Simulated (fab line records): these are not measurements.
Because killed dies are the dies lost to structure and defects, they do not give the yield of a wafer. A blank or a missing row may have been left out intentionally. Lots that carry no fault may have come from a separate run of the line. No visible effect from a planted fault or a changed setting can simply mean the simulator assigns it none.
What tool caused it? | flow sky130 | Sampling: 7 lots, 21 wafers, 2 of 708 route steps

WHAT EACH GAUGE READ, for each wafer
SKY_VIA3_OVL_MEAS_13.
lot  | measured     | on         | VIA3_OVL (nm)
L837 | day 41 13:07 | overlay-01 | -14 -9 -16
L839 | day 42 01:52 | overlay-02 | 5 -8 5
L842 | day 43 01:11 | overlay-01 | -6 4 3
L848 | day 44 12:20 | overlay-01 | -7 -1 -12
L850 | day 44 22:49 | overlay-01 | -4 0 -7
L852 | day 45 18:23 | overlay-02 | 3 2 -5
L854 | day 45 23:58 | overlay-01 | 1 -1 4

TOOL THAT RAN EACH LOT (tool first, then ch and the chambers of the sampled wafers, then the start)
lot  | SKY_METAL3_STRIP_19
L837 | plasma_asher-02 ch 0,1, day 40 11:11
L839 | plasma_asher-03 ch 0,1, day 41 00:36
L842 | plasma_asher-02 ch 0,1, day 41 23:57
L848 | plasma_asher-02 ch 0,1, day 43 12:34
L850 | plasma_asher-03 ch 0,1, day 43 22:11
L852 | plasma_asher-01 ch 0,1, day 44 20:02
L854 | plasma_asher-03 ch 0,1, day 45 01:05
- SKY_METAL3_STRIP_19: strips in O2/N2.

THE ANSWER, worked out from the rows above alone
Rule: the lots themselves supply what counts as usual. The widest of any qualifying gaps counts: lots, ordered by their means at a reading, are off when they make up no more than a third of the lots, leave a main group of 4 or more, and stand apart from it by 3 or more times the standard deviation of that group's means. Not used: any main group whose means are identical at the precision the tables above print for the reading. A lot without any number at a reading at which 4 lots or more have one is off too. All remaining lots with rows at the step are treated as sound.
No lot is off on any of the readings shown, so nothing can be concluded from this.

WHAT THE SIMULATOR PUT IN
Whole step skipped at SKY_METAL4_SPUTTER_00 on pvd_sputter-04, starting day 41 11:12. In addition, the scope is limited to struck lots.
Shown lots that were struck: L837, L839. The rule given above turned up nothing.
